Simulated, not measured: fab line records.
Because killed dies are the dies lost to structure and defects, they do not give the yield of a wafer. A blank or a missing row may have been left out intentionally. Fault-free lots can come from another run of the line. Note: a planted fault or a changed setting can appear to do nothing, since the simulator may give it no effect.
Struck lot and sound lot, side by side || flow sky130 || 36 out of 708 route steps
Sound: the wafers L418.4, L418.5, L418.6. Struck: wafer L423.2 (L423.1, L423.6, from the same lot, were not struck and are left out); the cause is given at the end.
Order at every step that has rows: each side's tool, ch and its chambers, its first start. Under that, the readings that differ: sound wafers || struck wafers || difference of the means || sigmas: that difference in standard deviations of wafers without a fault.
alike: words and numbers the same on both sides, and readings whose means are apart by under 2 such deviations; not compared: readings that were withheld, readings missing a value for some wafer, numbers with overlapping values and no deviation given by the record, and bounds like >300 which may hide the same value.
The two part at a step that has a row with sigmas, a row that says differs or no value, or rows on one side only. Non-overlapping numbers with no deviation appear without sigmas and do not part them. Lack of a reading on every wafer of one side parts them only where that side has two or more wafers.

first, 10 steps without rows for these wafers: SKY_METAL4_HMDS_06 (prime time 60 s); SKY_METAL4_COAT_07 (resist thk 60 nm); SKY_METAL4_COAT_08 (resist thk 1140 nm); SKY_METAL4_SOFTBAKE_09 (time 90 s); SKY_METAL4_EXPOSE_10 (exposes mask MM4, target cd 300 nm); SKY_METAL4_PEB_11; SKY_METAL4_DEVELOP_12 (develop time 60 s); SKY_METAL4_DESCUM_15 (chemistry O2, time 8 s); SKY_METAL4_ETCH_16 (etches BARC in N2/H2, stops on SiO2, time 88.2 s, target depth 60 nm); SKY_METAL4_ETCH_17 (etches SiO2 in C4F8/O2/Ar, stops on TiN, time 3.9 s, target depth 15 nm).
SKY_METAL4_METAL_ETCH_18: etches the open film in Cl2/BCl3, stops on SiO2, target depth 845 nm, time 183.1 s.
  sound on rie_metal-01 ch 0,1, day 44 01:30; struck on rie_metal-01 ch 1, day 45 10:19
{"reading": "bcl3_flow_sccm (sccm)", "sound": "29.88 29.84 29.88", "struck": 30.23, "difference": "+0.36", "sigmas": "+4"}
{"reading": "rf_hours_counter_h (h)", "sound": "- - -", "struck": 23, "difference": "no value on the sound wafers", "sigmas": ""}
  alike: drypump_motor_current_A, mfc_cl2_sccm, oes_product_au, rf_fwd_power_W, throttle_valve_pct
then, 24 steps without rows for these wafers: SKY_METAL4_STRIP_19 (strips in O2/N2); SKY_METAL4_STRIP_20 (strips in post etch residue remover, time 1200 s); SKY_METAL4_CLEAN_21 (cleans in IPA, time 180 s); SKY_METAL4_CLEAN_22 (cleans in O3/DIW); SKY_VIA4_HDPCVD_00 (deposits SiO2, target thk 1750 nm, time 291.7 s); SKY_VIA4_CMP_02 (polishes SiO2); SKY_VIA4_DEHYDRATE_04 (time 60 s); SKY_VIA4_HMDS_05 (prime time 60 s); SKY_VIA4_COAT_06 (resist thk 1140 nm); SKY_VIA4_SOFTBAKE_07 (time 60 s); SKY_VIA4_EXPOSE_08 (exposes mask VIM4, target cd 800 nm); SKY_VIA4_PEB_09; SKY_VIA4_DEVELOP_10 (develop time 60 s); SKY_VIA4_ETCH_12 (etches SiO2 in C4F8/O2/Ar, stops on TiN, target depth 580 nm); SKY_VIA4_STRIP_13 (strips in O2/N2); SKY_VIA4_STRIP_14 (strips in post etch residue remover, time 1200 s); SKY_VIA4_CLEAN_15 (cleans in IPA, time 180 s); SKY_VIA4_CLEAN_16 (cleans in O3/DIW); SKY_VIA4_SPUTTER_17 (material TiN, target thk 20 nm, time 80 s); SKY_VIA4_CVD_18 (deposits W, target thk 505 nm, time 152.14 s); SKY_VIA4_CMP_21 (polishes, stops on SiO2, t overpolish 25 s, target thk 0 nm); SKY_METAL5_SPUTTER_00 (material Ti, target thk 15 nm, time 10 s); SKY_METAL5_SPUTTER_01 (material TiN, target thk 20 nm, time 16.7 s); SKY_METAL5_SPUTTER_02 (material AlCu, target thk 1150 nm, time 61.2 s).
-- the record jumps here: 4 days lie between the struck wafers' starts before and after (it left off in module METAL5 and takes up again in module PAD_OPEN, whose first step shown is number 708 of the route) --
SKY_PAD_OPEN_PROBE_99:
  sound on prober-02 at day 47 21:35; struck on prober-01 at day 49 01:46
{"reading": "defect_limited_yield (%)", "sound": "81.7 83.9 84.3", "struck": 72.8, "difference": -10.5, "sigmas": -5}
{"reading": "killed_at_M4_up", "sound": "4 4 4", "struck": 49, "difference": "+45", "sigmas": "+22"}
{"reading": "killed_dies", "sound": "90 79 77", "struck": 134, "difference": "+52", "sigmas": "+5"}
{"reading": "sort_bin_3_pad_short (%)", "sound": "1.0 0.8 0.6", "struck": 3.5, "difference": "+2.7", "sigmas": "+6"}
{"reading": "sort_bin_5_function (%)", "sound": "10.4 10.2 8.7", "struck": 17.1, "difference": "+7.3", "sigmas": "+5"}
{"reading": "sort_n_pass", "sound": "402 413 415", "struck": 358, "difference": -52, "sigmas": -5}
{"reading": "sort_yield_pct (%)", "sound": "81.7 83.9 84.3", "struck": 72.8, "difference": -10.5, "sigmas": -5}
{"reading": "model.etest.tester.sort_n_pass", "sound": "402 413 415", "struck": 358, "difference": -52, "sigmas": ""}
{"reading": "model.etest.tester.sort_yield_pct (%)", "sound": "81.71 83.94 84.35", "struck": 72.76, "difference": -10.57, "sigmas": ""}
{"reading": "model.etest.tester.sort_bin_5_pct (%)", "sound": "10.37 10.16 8.74", "struck": 17.07, "difference": "+7.31", "sigmas": ""}
{"reading": "model.etest.tester.sort_bin_3_pct (%)", "sound": "1.016 0.813 0.6098", "struck": 3.455, "difference": "+2.642", "sigmas": ""}
  alike: killed_at_M0_to_M3, killed_at_contacts, killed_at_front_end, killed_at_other, killed_open, killed_short, sort_bin_6_memory

WHERE THEY PART
At SKY_METAL4_METAL_ETCH_18 first; at SKY_PAD_OPEN_PROBE_99 last (within this record only).

WHY: whatever the simulator had introduced
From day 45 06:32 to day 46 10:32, rie_metal-01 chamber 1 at SKY_METAL4_METAL_ETCH_18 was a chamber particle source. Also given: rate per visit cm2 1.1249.
